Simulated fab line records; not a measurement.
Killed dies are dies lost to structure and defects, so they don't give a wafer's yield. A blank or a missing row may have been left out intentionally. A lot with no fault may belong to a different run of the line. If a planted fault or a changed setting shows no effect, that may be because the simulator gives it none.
Which tool is to blame? / flow sky130 / 14 lots, 42 wafers sampled, at 6 steps of a route of 708

WHAT THE GAUGES READ, wafer by wafer
SKY_METAL1_OVL_MEAS_16. Usual: for METAL1_OVL the level is 0 nm and the standard deviation is 5.7.
lot=L913; measured=day 32 23:40; on=overlay-01; METAL1_OVL (nm)=-3 3 -8; flag=
lot=L914; measured=day 33 02:05; on=overlay-01; METAL1_OVL (nm)=3 -5 -4; flag=
lot=L915; measured=day 33 11:55; on=overlay-01; METAL1_OVL (nm)=-5 -6 -7; flag=
lot=L916; measured=day 33 19:16; on=overlay-02; METAL1_OVL (nm)=0 1 -4; flag=
lot=L918; measured=day 34 20:22; on=overlay-01; METAL1_OVL (nm)=1 -2 4; flag=
lot=L920; measured=day 36 00:58; on=overlay-01; METAL1_OVL (nm)=7 7 6; flag=
lot=L922; measured=day 36 11:50; on=overlay-02; METAL1_OVL (nm)=5 3 3; flag=
lot=L924; measured=day 36 17:59; on=overlay-02; METAL1_OVL (nm)=2 3 -4; flag=
lot=L925; measured=day 37 08:22; on=overlay-01; METAL1_OVL (nm)=-6 2 -1; flag=
lot=L930; measured=day 38 11:00; on=overlay-02; METAL1_OVL (nm)=-2 -3 1; flag=
lot=L932; measured=day 38 22:28; on=overlay-01; METAL1_OVL (nm)=2 1 1; flag=
lot=L933; measured=day 38 23:34; on=overlay-01; METAL1_OVL (nm)=2 -1 0; flag=
lot=L934; measured=day 39 15:04; on=overlay-01; METAL1_OVL (nm)=8 7 6; flag=
lot=L935; measured=day 39 22:38; on=overlay-02; METAL1_OVL (nm)=-10 6 -2; flag=

SKY_METAL2_RS_MEAS_05: the measuring method here is four-point-probe. Usual: for METAL2_ALCU_RS the level is 0.1266 ohm/sq and the standard deviation is 0.0015.
lot=L913; measured=day 34 05:53; on=filmMetro-04; METAL2_ALCU_RS (ohm/sq)=0.1280 0.1278 0.1280; flag=
lot=L914; measured=day 34 07:35; on=filmMetro-02; METAL2_ALCU_RS (ohm/sq)=0.1255 0.1274 0.1255; flag=
lot=L915; measured=day 34 19:31; on=filmMetro-02; METAL2_ALCU_RS (ohm/sq)=0.1285 0.1259 0.1253; flag=
lot=L916; measured=day 35 01:02; on=filmMetro-01; METAL2_ALCU_RS (ohm/sq)=0.1258 0.1261 0.1242; flag=
lot=L918; measured=day 36 02:10; on=filmMetro-02; METAL2_ALCU_RS (ohm/sq)=0.1273 0.1259 0.1278; flag=
lot=L920; measured=day 37 06:37; on=filmMetro-01; METAL2_ALCU_RS (ohm/sq)=0.1253 0.1250 0.1234; flag=
lot=L922; measured=day 37 16:34; on=filmMetro-02; METAL2_ALCU_RS (ohm/sq)=0.1277 0.0824 0.1262; flag=OFF
lot=L924; measured=day 37 22:35; on=filmMetro-04; METAL2_ALCU_RS (ohm/sq)=0.1272 0.1272 0.1292; flag=
lot=L925; measured=day 38 12:57; on=filmMetro-01; METAL2_ALCU_RS (ohm/sq)=0.1248 0.0820 0.1261; flag=OFF
lot=L930; measured=day 39 16:16; on=filmMetro-02; METAL2_ALCU_RS (ohm/sq)=0.1255 0.1267 0.1287; flag=
lot=L932; measured=day 40 01:25; on=filmMetro-04; METAL2_ALCU_RS (ohm/sq)=0.1283 0.1277 0.1280; flag=
lot=L933; measured=day 40 01:26; on=filmMetro-01; METAL2_ALCU_RS (ohm/sq)=0.1264 0.1284 0.1287; flag=
lot=L934; measured=day 40 18:44; on=filmMetro-02; METAL2_ALCU_RS (ohm/sq)=0.1261 0.1260 0.1268; flag=
lot=L935; measured=day 41 02:19; on=filmMetro-02; METAL2_ALCU_RS (ohm/sq)=0.1277 0.1259 0.1276; flag=

SKY_METAL2_THK_MEAS_06: measures by xrf. Usual: for METAL2_ALCU_THK the level is 251 nm and the standard deviation is 3.2.
lot=L913; measured=day 34 05:59; on=filmMetro-04; METAL2_ALCU_THK (nm)=249 251 250; flag=
lot=L914; measured=day 34 07:43; on=filmMetro-02; METAL2_ALCU_THK (nm)=254 249 253; flag=
lot=L915; measured=day 34 19:37; on=filmMetro-02; METAL2_ALCU_THK (nm)=248 254 255; flag=
lot=L916; measured=day 35 01:09; on=filmMetro-01; METAL2_ALCU_THK (nm)=254 254 253; flag=
lot=L918; measured=day 36 02:16; on=filmMetro-02; METAL2_ALCU_THK (nm)=249 253 250; flag=
lot=L920; measured=day 37 06:43; on=filmMetro-01; METAL2_ALCU_THK (nm)=255 256 260; flag=
lot=L922; measured=day 37 16:40; on=filmMetro-02; METAL2_ALCU_THK (nm)=250 386 251; flag=OFF
lot=L924; measured=day 37 22:41; on=filmMetro-04; METAL2_ALCU_THK (nm)=251 251 246; flag=
lot=L925; measured=day 38 13:04; on=filmMetro-01; METAL2_ALCU_THK (nm)=252 385 252; flag=OFF
lot=L930; measured=day 39 16:23; on=filmMetro-02; METAL2_ALCU_THK (nm)=254 249 249; flag=
lot=L932; measured=day 40 01:32; on=filmMetro-04; METAL2_ALCU_THK (nm)=247 248 248; flag=
lot=L933; measured=day 40 01:33; on=filmMetro-01; METAL2_ALCU_THK (nm)=250 247 246; flag=
lot=L934; measured=day 40 18:52; on=filmMetro-02; METAL2_ALCU_THK (nm)=252 253 251; flag=
lot=L935; measured=day 41 02:25; on=filmMetro-02; METAL2_ALCU_THK (nm)=252 252 253; flag=

TOOL THAT RAN EACH LOT (tool first, then ch and the chambers of the sampled wafers, then the start)
lot=L913; SKY_VIA1_CMP_02=cmp-02 ch 0,2,3, day 33 00:42; SKY_VIA1_STRIP_16=plasmaAsher-04 ch 0,1, day 34 04:30; SKY_METAL2_SPUTTER_02=pvdSputter-03, day 34 05:46
lot=L914; SKY_VIA1_CMP_02=cmp-02 ch 0,1,2, day 33 03:10; SKY_VIA1_STRIP_16=plasmaAsher-04 ch 0,1, day 34 06:14; SKY_METAL2_SPUTTER_02=pvdSputter-02, day 34 07:30
lot=L915; SKY_VIA1_CMP_02=cmp-02 ch 0,1, day 33 12:56; SKY_VIA1_STRIP_16=plasmaAsher-01 ch 0,1, day 34 18:01; SKY_METAL2_SPUTTER_02=pvdSputter-02, day 34 19:23
lot=L916; SKY_VIA1_CMP_02=cmp-01 ch 2,3, day 33 20:17; SKY_VIA1_STRIP_16=plasmaAsher-03 ch 0,1, day 34 23:39; SKY_METAL2_SPUTTER_02=pvdSputter-01, day 35 00:55
lot=L918; SKY_VIA1_CMP_02=cmp-02 ch 1,3, day 34 21:26; SKY_VIA1_STRIP_16=plasmaAsher-03 ch 1, day 35 23:56; SKY_METAL2_SPUTTER_02=pvdSputter-03, day 36 02:03
lot=L920; SKY_VIA1_CMP_02=cmp-02 ch 2,3, day 36 02:18; SKY_VIA1_STRIP_16=plasmaAsher-03 ch 0,1, day 37 05:14; SKY_METAL2_SPUTTER_02=pvdSputter-01, day 37 06:30
lot=L922; SKY_VIA1_CMP_02=cmp-02 ch 0,3, day 36 12:52; SKY_VIA1_STRIP_16=plasmaAsher-03 ch 0,1, day 37 15:11; SKY_METAL2_SPUTTER_02=pvdSputter-03, day 37 16:26
lot=L924; SKY_VIA1_CMP_02=cmp-01 ch 0,1,3, day 36 19:01; SKY_VIA1_STRIP_16=plasmaAsher-03 ch 0,1, day 37 21:06; SKY_METAL2_SPUTTER_02=pvdSputter-02, day 37 22:28
lot=L925; SKY_VIA1_CMP_02=cmp-01 ch 0,2,3, day 37 09:40; SKY_VIA1_STRIP_16=plasmaAsher-01 ch 0,1, day 38 11:29; SKY_METAL2_SPUTTER_02=pvdSputter-03, day 38 12:50
lot=L930; SKY_VIA1_CMP_02=cmp-02 ch 0,2,3, day 38 11:59; SKY_VIA1_STRIP_16=plasmaAsher-04 ch 0,1, day 39 13:17; SKY_METAL2_SPUTTER_02=pvdSputter-02, day 39 16:10
lot=L932; SKY_VIA1_CMP_02=cmp-01 ch 0,1,2, day 38 23:27; SKY_VIA1_STRIP_16=plasmaAsher-03 ch 0,1, day 40 00:03; SKY_METAL2_SPUTTER_02=pvdSputter-02, day 40 01:19
lot=L933; SKY_VIA1_CMP_02=cmp-01 ch 0,2,3, day 39 00:37; SKY_VIA1_STRIP_16=plasmaAsher-01 ch 0,1, day 40 00:03; SKY_METAL2_SPUTTER_02=pvdSputter-01, day 40 01:20
lot=L934; SKY_VIA1_CMP_02=cmp-02 ch 2,3, day 39 16:34; SKY_VIA1_STRIP_16=plasmaAsher-03 ch 0,1, day 40 17:23; SKY_METAL2_SPUTTER_02=pvdSputter-03, day 40 18:39
lot=L935; SKY_VIA1_CMP_02=cmp-01 ch 0,1, day 39 23:40; SKY_VIA1_STRIP_16=plasmaAsher-03 ch 0,1, day 41 00:55; SKY_METAL2_SPUTTER_02=pvdSputter-01, day 41 02:11
- SKY_VIA1_CMP_02: polishes SiO2.
- SKY_VIA1_STRIP_16: strips in O2/N2.
- SKY_METAL2_SPUTTER_02: material AlCu, target thk 250 nm, time 13.3 s.

AS READ BY THE TOOLS THEMSELVES (means over the sampled wafers that have a number; for cases with no such wafer, the mark the record gives instead)
SKY_VIA1_CMP_02. Usual: 12.0 A for motorCurrentA, sd 1.6.
lot=L913; tool=cmp-02; motorCurrentA (A)=11.5; flag=
lot=L914; tool=cmp-02; motorCurrentA (A)=11.7; flag=
lot=L915; tool=cmp-02; motorCurrentA (A)=12.8; flag=
lot=L916; tool=cmp-01; motorCurrentA (A)=12.5; flag=
lot=L918; tool=cmp-02; motorCurrentA (A)=11.4; flag=
lot=L920; tool=cmp-02; motorCurrentA (A)=10.9; flag=
lot=L922; tool=cmp-02; motorCurrentA (A)=12.6; flag=
lot=L924; tool=cmp-01; motorCurrentA (A)=12.6; flag=
lot=L925; tool=cmp-01; motorCurrentA (A)=13.5; flag=
lot=L930; tool=cmp-02; motorCurrentA (A)=11.6; flag=
lot=L932; tool=cmp-01; motorCurrentA (A)=13.1; flag=
lot=L933; tool=cmp-01; motorCurrentA (A)=12.6; flag=
lot=L934; tool=cmp-02; motorCurrentA (A)=10.4; flag=
lot=L935; tool=cmp-01; motorCurrentA (A)=12.3; flag=

SKY_VIA1_STRIP_16. Usual: drypumpMotorCurrentA 5.7 A, standard deviation 0.33; oesProductAu 0.416 a.u., standard deviation 0.0046; stripTimeToEndpointS 4.461 s, standard deviation 0.023.
lot=L913; tool=plasmaAsher-04; drypumpMotorCurrentA (A)=5.6; oesProductAu (a.u.)=0.415; stripTimeToEndpointS (s)=4.502; flag=
lot=L914; tool=plasmaAsher-04; drypumpMotorCurrentA (A)=5.6; oesProductAu (a.u.)=0.413; stripTimeToEndpointS (s)=4.453; flag=
lot=L915; tool=plasmaAsher-01; drypumpMotorCurrentA (A)=5.7; oesProductAu (a.u.)=0.416; stripTimeToEndpointS (s)=4.459; flag=
lot=L916; tool=plasmaAsher-03; drypumpMotorCurrentA (A)=5.9; oesProductAu (a.u.)=0.416; stripTimeToEndpointS (s)=4.486; flag=
lot=L918; tool=plasmaAsher-03; drypumpMotorCurrentA (A)=6.0; oesProductAu (a.u.)=0.419; stripTimeToEndpointS (s)=4.441; flag=
lot=L920; tool=plasmaAsher-03; drypumpMotorCurrentA (A)=5.9; oesProductAu (a.u.)=0.418; stripTimeToEndpointS (s)=4.451; flag=
lot=L922; tool=plasmaAsher-03; drypumpMotorCurrentA (A)=5.9; oesProductAu (a.u.)=0.423; stripTimeToEndpointS (s)=4.490; flag=
lot=L924; tool=plasmaAsher-03; drypumpMotorCurrentA (A)=5.9; oesProductAu (a.u.)=0.415; stripTimeToEndpointS (s)=4.441; flag=
lot=L925; tool=plasmaAsher-01; drypumpMotorCurrentA (A)=5.6; oesProductAu (a.u.)=0.417; stripTimeToEndpointS (s)=4.459; flag=
lot=L930; tool=plasmaAsher-04; drypumpMotorCurrentA (A)=5.3; oesProductAu (a.u.)=0.416; stripTimeToEndpointS (s)=4.464; flag=
lot=L932; tool=plasmaAsher-03; drypumpMotorCurrentA (A)=5.9; oesProductAu (a.u.)=0.418; stripTimeToEndpointS (s)=4.477; flag=
lot=L933; tool=plasmaAsher-01; drypumpMotorCurrentA (A)=5.5; oesProductAu (a.u.)=0.412; stripTimeToEndpointS (s)=4.467; flag=
lot=L934; tool=plasmaAsher-03; drypumpMotorCurrentA (A)=5.9; oesProductAu (a.u.)=0.413; stripTimeToEndpointS (s)=4.459; flag=
lot=L935; tool=plasmaAsher-03; drypumpMotorCurrentA (A)=5.8; oesProductAu (a.u.)=0.419; stripTimeToEndpointS (s)=4.463; flag=

SKY_METAL2_SPUTTER_02. Usual: cathodeDcPowerW 10600 W, standard deviation 2; throttleValvePct 30.2 %, standard deviation 0.83.
lot=L913; tool=pvdSputter-03; cathodeDcPowerW (W)=10599; throttleValvePct (%)=29.6; flag=
lot=L914; tool=pvdSputter-02; cathodeDcPowerW (W)=10600; throttleValvePct (%)=30.1; flag=
lot=L915; tool=pvdSputter-02; cathodeDcPowerW (W)=10600; throttleValvePct (%)=29.8; flag=
lot=L916; tool=pvdSputter-01; cathodeDcPowerW (W)=10601; throttleValvePct (%)=30.1; flag=
lot=L918; tool=pvdSputter-03; cathodeDcPowerW (W)=10599; throttleValvePct (%)=30.1; flag=
lot=L920; tool=pvdSputter-01; cathodeDcPowerW (W)=10598; throttleValvePct (%)=30.1; flag=
lot=L922; tool=pvdSputter-03; cathodeDcPowerW (W)=10599; throttleValvePct (%)=30.4; flag=
lot=L924; tool=pvdSputter-02; cathodeDcPowerW (W)=10600; throttleValvePct (%)=30.0; flag=
lot=L925; tool=pvdSputter-03; cathodeDcPowerW (W)=10602; throttleValvePct (%)=29.8; flag=
lot=L930; tool=pvdSputter-02; cathodeDcPowerW (W)=10599; throttleValvePct (%)=29.9; flag=
lot=L932; tool=pvdSputter-02; cathodeDcPowerW (W)=10600; throttleValvePct (%)=29.9; flag=
lot=L933; tool=pvdSputter-01; cathodeDcPowerW (W)=10598; throttleValvePct (%)=29.4; flag=
lot=L934; tool=pvdSputter-03; cathodeDcPowerW (W)=10600; throttleValvePct (%)=31.5; flag=
lot=L935; tool=pvdSputter-01; cathodeDcPowerW (W)=10601; throttleValvePct (%)=30.2; flag=

THE ANSWER, worked out from the rows above alone
Rule: take the mean of a lot's wafers that have a number; if it is more than 3 standard deviations from the usual mean, the lot is off. A lot without any number at a reading at which 4 lots or more have one is off too. The other lots that the step has rows for count as sound. The gauges are gone through in route order, then the tools' own readings, and for those a lot's mean is taken as printed above. The first step at which some lot is off is used, and at that step the reading that is off furthest; a lot without a number counts as furthest.
Off: L922, L925, seen at SKY_METAL2_RS_MEAS_05 (METAL2_ALCU_RS).
A tool fits if, at a process step before that reading, it ran every lot that is off, and no sound lot after the first of them. Those tools and the gauges at SKY_METAL2_RS_MEAS_05 are tried in the same way. Not one of the candidates tried fits.

WHAT THE SIMULATOR HAD INSERTED
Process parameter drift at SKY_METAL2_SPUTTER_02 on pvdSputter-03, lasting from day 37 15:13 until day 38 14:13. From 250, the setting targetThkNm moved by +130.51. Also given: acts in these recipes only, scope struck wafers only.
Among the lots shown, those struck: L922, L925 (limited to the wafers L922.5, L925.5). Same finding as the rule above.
